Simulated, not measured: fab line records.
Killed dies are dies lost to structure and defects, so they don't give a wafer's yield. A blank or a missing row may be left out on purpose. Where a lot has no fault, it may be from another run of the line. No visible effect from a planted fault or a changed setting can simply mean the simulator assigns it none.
The tool behind it: which one?    flow sky130    Sampling: 24 lots, 72 wafers, 6 of 708 route steps

WHAT EACH GAUGE READ, for each wafer
SKY_CAPM_OVL_MEAS_12. Usual: for CAPM_OVL the level is 0.4 nm and the standard deviation is 1.2.
lot   measured      on          CAPM_OVL (nm)   flag
L074  day 37 08:56  overlay-02  0.9 1.4 2.0     
L075  day 37 13:26  overlay-02  -0.4 -0.4 -0.4  
L076  day 37 23:32  overlay-01  0.2 2.7 1.5     
L077  day 38 14:58  overlay-01  -1.1 -0.8 -0.1  
L078  day 38 20:58  overlay-01  2.2 3.0 1.1     
L079  day 39 04:01  overlay-02  -0.2 -1.0 -0.5  
L080  day 39 13:51  overlay-01  0.5 2.0 1.4     
L081  day 39 19:11  overlay-02  -1.5 -0.5 0.0   
L082  day 40 05:35  overlay-02  1.8 1.4 1.1     
L083  day 40 07:08  overlay-02  1.1 1.9 1.3     
L084  day 40 14:22  overlay-02  -0.5 0.1 0.2    
L086  day 41 02:29  overlay-01  0.1 -0.3 -1.1   
L085  day 41 06:59  overlay-01  1.0 -0.3 0.5    
L087  day 41 09:35  overlay-02  1.0 2.0 1.8     
L088  day 41 14:53  overlay-01  1.3 2.1 2.7     
L089  day 41 22:08  overlay-02  1.2 -1.1 -0.3   
L090  day 42 00:14  overlay-02  -1.5 -1.2 -1.9  
L091  day 42 14:21  overlay-01  2.1 -0.2 1.6    
L092  day 42 17:16  overlay-02  2.4 1.6 2.1     
L093  day 43 03:05  overlay-02  -2.2 -0.9 -1.0  
L094  day 43 10:14  overlay-02  1.3 0.9 0.1     
L095  day 43 11:48  overlay-02  0.7 -1.1 -1.3   
L096  day 43 20:29  overlay-01  -0.5 0.4 1.2    
L097  day 43 23:37  overlay-02  0.1 -0.3 0.5    

SKY_CAP2M_OVL_MEAS_12. Usual: for CAP2M_OVL the level is 0.4 nm and the standard deviation is 1.4.
lot   measured      on          CAP2M_OVL (nm)  flag
L074  day 40 15:47  overlay-02  -0.4 -0.8 0.4   
L075  day 40 18:14  overlay-02  -0.1 0.8 2.2    
L076  day 41 09:18  overlay-02  1.2 0.6 0.5     
L077  day 41 18:50  overlay-01  2.5 3.3 2.4     
L078  day 42 01:13  overlay-01  2.6 2.0 1.5     
L079  day 42 07:08  overlay-02  -0.4 -2.5 -1.3  
L080  day 42 19:23  overlay-01  -0.3 0.4 -0.4   
L081  day 42 22:58  overlay-02  -1.0 0.3 -0.5   
L082  day 43 08:16  overlay-01  1.7 0.4 1.6     
L083  day 43 10:48  overlay-01  -0.1 0.4 1.0    
L084  day 43 16:34  overlay-01  1.3 1.8 0.1     
L086  day 44 03:52  overlay-01  -0.3 -0.1 1.2   
L085  day 44 07:14  overlay-02  2.0 -0.5 0.0    
L087  day 44 10:49  overlay-02  0.3 -0.3 0.0    
L088  day 44 15:38  overlay-02  -1.6 -1.7 -0.8  
L089  day 44 23:28  overlay-02  3.1 1.0 0.0     
L090  day 45 00:05  overlay-01  1.7 1.2 2.1     
L091  day 45 12:36  overlay-02  -2.4 0.4 -2.0   
L092  day 45 16:10  overlay-02  -1.4 -2.1 -1.9  
L093  day 46 00:41  overlay-01  1.0 0.2 3.1     
L094  day 46 06:55  overlay-01  0.8 1.1 -0.1    
L095  day 46 08:21  overlay-01  -1.6 -0.7 -1.3  
L096  day 46 16:28  overlay-01  0.8 1.5 0.5     
L097  day 46 20:46  overlay-01  2.1 0.6 0.5     

SKY_VIA4_RS_MEAS_19: uses a four-point probe to measure. Usual: for VIA4_W_RS the level is 0.2176 ohm/sq and the standard deviation is 0.0026.
lot   measured      on             VIA4_W_RS (ohm/sq)    flag
L074  day 42 18:29  film metro-04  0.2170 0.2186 0.2168  
L075  day 42 21:36  film metro-01  0.2187 0.2192 0.2163  
L076  day 43 10:38  film metro-04  0.2201 0.2197 0.2215  
L077  day 43 20:25  film metro-02  0.2198 0.2197 0.2204  
L078  day 44 01:15  film metro-02  0.2153 0.2140 0.2163  
L079  day 44 07:59  film metro-04  0.2188 0.2200 0.2167  
L080  day 44 19:32  film metro-02  0.2170 0.2156 0.2164  
L081  day 44 22:35  film metro-01  0.2142 0.2180 0.2164  
L082  day 45 06:59  film metro-04  0.2183 0.2208 0.2166  
L083  day 45 10:31  film metro-01  0.2212 0.2168 0.2200  
L084  day 45 16:31  film metro-02  0.2161 0.2200 0.2163  
L086  day 46 02:14  film metro-02  0.2134 0.2140 0.2151  
L085  day 46 04:43  film metro-02  0.2127 0.2141 0.2163  
L087  day 46 08:49  film metro-04  0.2189 0.2166 0.2187  
L088  day 46 13:05  film metro-02  0.2206 0.2200 0.2200  
L089  day 46 19:53  film metro-04  0.2208 0.2208 0.2206  
L090  day 46 21:04  film metro-02  0.2219 0.2199 0.2190  
L091  day 47 09:08  film metro-04  0.2184 0.2175 0.2146  
L092  day 47 11:48  film metro-02  0.2146 0.2127 0.2124  
L093  day 47 19:19  film metro-02  0.2153 0.2162 0.2139  
L094  day 48 02:02  film metro-01  0.2222 0.2209 0.2198  
L095  day 48 03:01  film metro-02  0.2231 0.2229 0.2241  
L096  day 48 11:37  film metro-04  0.2116 0.2132 0.2134  
L097  day 48 14:56  film metro-02  0.2192 0.2202 0.2214  

SKY_PASSIVATION_THK_MEAS_01. Usual: for PASSIVATION_CVD_00_THK the level is 89.9 nm and the standard deviation is 1.3.
lot   measured      on             PASSIVATION_CVD_00_THK (nm)  flag
L074  day 43 18:54  film metro-03  88.9 91.2 90.9               
L075  day 43 21:51  film metro-04  88.6 88.6 90.6               
L076  day 44 10:46  film metro-03  90.3 90.5 91.1               
L077  day 44 19:57  film metro-04  90.4 91.0 90.6               
L078  day 45 01:35  film metro-01  90.7 92.5 90.5               
L079  day 45 07:06  film metro-03  91.1 91.7 92.1               
L080  day 45 18:17  film metro-04  91.6 92.4 91.4               
L081  day 45 21:07  film metro-03  88.3 87.7 90.1               
L082  day 46 05:23  film metro-04  89.7 90.0 90.8               
L083  day 46 08:08  film metro-01  88.5 90.4 91.2               
L084  day 46 14:36  film metro-01  90.8 90.8 91.1               
L086  day 47 00:07  film metro-01  88.6 87.9 90.4               
L085  day 47 02:59  film metro-04  88.6 88.1 89.3               
L087  day 47 06:43  film metro-03  88.7 88.5 90.0               
L088  day 47 10:35  film metro-04  88.4 89.2 90.9               
L089  day 47 17:16  film metro-04  90.3 89.3 88.9               
L090  day 47 18:44  film metro-03  87.9 88.0 90.8               
L091  day 48 05:56  film metro-03  90.3 91.0 92.1               
L092  day 48 09:26  film metro-04  89.3 90.5 89.0               
L093  day 48 16:00  film metro-01  89.6 90.5 91.9               
L094  day 48 21:55  film metro-04  88.1 90.2 87.8               
L095  day 48 23:13  film metro-03  90.4 90.7 90.7               
L096  day 49 07:46  film metro-04  87.3 87.8 89.1               
L097  day 49 10:01  film metro-04  90.4 89.0 90.7               

WHAT TOOL EACH LOT RAN ON (gives the tool, then ch and the chambers of the sampled wafers, and finally the start)
lot   SKY_VIA3_CMP_02                SKY_CAP2M_SPUTTER_02
L074  cmp-02 ch 0,2,3, day 38 12:14  pvd sputter-04, day 39 15:20
L075  cmp-02 ch 0,2,3, day 38 16:53  pvd sputter-01, day 39 18:04
L076  cmp-02 ch 0,3, day 39 06:12    pvd sputter-01, day 40 08:40
L077  cmp-02 ch 0,2, day 39 16:25    pvd sputter-01, day 40 18:38
L078  cmp-01 ch 2,3, day 39 23:17    pvd sputter-04, day 41 01:38
L079  cmp-02 ch 1,2,3, day 40 05:25  pvd sputter-01, day 41 08:08
L080  cmp-02 ch 1,3, day 40 16:15    pvd sputter-04, day 41 19:49
L081  cmp-02 ch 1,2,3, day 40 21:46  pvd sputter-02, day 41 23:49
L082  cmp-02 ch 1,3, day 41 07:18    pvd sputter-01, day 42 08:52
L083  cmp-02 ch 2,3, day 41 10:11    pvd sputter-01, day 42 12:07
L084  cmp-02 ch 2,3, day 41 16:35    pvd sputter-01, day 42 17:53
L086  cmp-01 ch 1,2, day 42 04:08    pvd sputter-01, day 43 05:28
L085  cmp-02 ch 0,1, day 42 07:49    pvd sputter-02, day 43 09:23
L087  cmp-02 ch 2,3, day 42 11:11    pvd sputter-01, day 43 12:37
L088  cmp-01 ch 0,2,3, day 42 16:35  pvd sputter-02, day 43 17:22
L089  cmp-01 ch 0,1,3, day 42 23:26  pvd sputter-02, day 44 00:13
L090  cmp-02 ch 1,3, day 43 00:54    pvd sputter-01, day 44 01:47
L091  cmp-02 ch 0,2,3, day 43 14:47  pvd sputter-02, day 44 15:13
L092  cmp-02 ch 2,3, day 43 17:41    pvd sputter-02, day 44 18:38
L093  cmp-01 ch 0,1,3, day 44 03:58  pvd sputter-02, day 45 03:34
L094  cmp-02 ch 1,2,3, day 44 10:35  pvd sputter-02, day 45 10:25
L095  cmp-01 ch 0,2, day 44 11:47    pvd sputter-02, day 45 12:04
L096  cmp-02 ch 0,1,3, day 44 20:17  pvd sputter-01, day 45 19:57
L097  cmp-02 ch 1,2,3, day 45 01:01  pvd sputter-01, day 46 00:53
- SKY_VIA3_CMP_02: polishes SiO2.
- SKY_CAP2M_SPUTTER_02: material TiN, target thk 200 nm, time 166.7 s.

WHAT THE TOOLS THEMSELVES READ (means of the sampled wafers that have a number; where no wafer has one, the mark that the record gives instead)
SKY_VIA3_CMP_02. Usual: 13.0 A for motor current A, sd 1.1.
lot   tool    motor current A (A)  flag
L074  cmp-02  13.1                 
L075  cmp-02  13.4                 
L076  cmp-02  13.0                 
L077  cmp-02  13.0                 
L078  cmp-01  11.9                 
L079  cmp-02  12.8                 
L080  cmp-02  12.1                 
L081  cmp-02  13.0                 
L082  cmp-02  12.4                 
L083  cmp-02  13.8                 
L084  cmp-02  14.1                 
L086  cmp-01  13.7                 
L085  cmp-02  12.3                 
L087  cmp-02  13.5                 
L088  cmp-01  12.6                 
L089  cmp-01  13.4                 
L090  cmp-02  13.5                 
L091  cmp-02  13.1                 
L092  cmp-02  13.7                 
L093  cmp-01  13.4                 
L094  cmp-02  12.9                 
L095  cmp-01  13.9                 
L096  cmp-02  13.1                 
L097  cmp-02  12.9                 

SKY_CAP2M_SPUTTER_02. Usual: susceptor temp C 300.00 C, standard deviation 0.18; throttle valve pct 30.3 %, standard deviation 1.
lot   tool            susceptor temp C (C)  throttle valve pct (%)  flag
L074  pvd sputter-04  299.94                30.5                    
L075  pvd sputter-01  300.04                30.8                    
L076  pvd sputter-01  300.17                30.5                    
L077  pvd sputter-01  300.03                30.8                    
L078  pvd sputter-04  300.04                30.7                    
L079  pvd sputter-01  299.85                30.5                    
L080  pvd sputter-04  299.81                29.7                    
L081  pvd sputter-02  299.95                29.3                    
L082  pvd sputter-01  300.10                30.5                    
L083  pvd sputter-01  300.08                30.5                    
L084  pvd sputter-01  300.20                30.5                    
L086  pvd sputter-01  299.87                30.7                    
L085  pvd sputter-02  299.82                29.2                    
L087  pvd sputter-01  300.04                30.8                    
L088  pvd sputter-02  300.10                29.9                    
L089  pvd sputter-02  300.07                29.9                    
L090  pvd sputter-01  300.15                30.8                    
L091  pvd sputter-02  299.95                30.2                    
L092  pvd sputter-02  299.87                30.1                    
L093  pvd sputter-02  299.81                30.3                    
L094  pvd sputter-02  299.83                30.2                    
L095  pvd sputter-02  299.88                30.0                    
L096  pvd sputter-01  299.86                30.9                    
L097  pvd sputter-01  300.05                30.8                    

THE ANSWER, worked out from the rows above alone
Rule: lot off if the mean of its wafers having a number is beyond 3 standard deviations from the usual mean. A lot without any number at a reading at which 4 lots or more have one is off too. Where the step has rows for the other lots, those lots are counted as sound. The gauges are gone through in route order, then the tools' own readings, and for those a lot's mean is taken as printed above. At the first step where some lot is off, the reading lying furthest off is the one used; lots without a number count as furthest.
No lot is off at any reading shown: from this, nothing can be told.

WHAT THE SIMULATOR PUT IN
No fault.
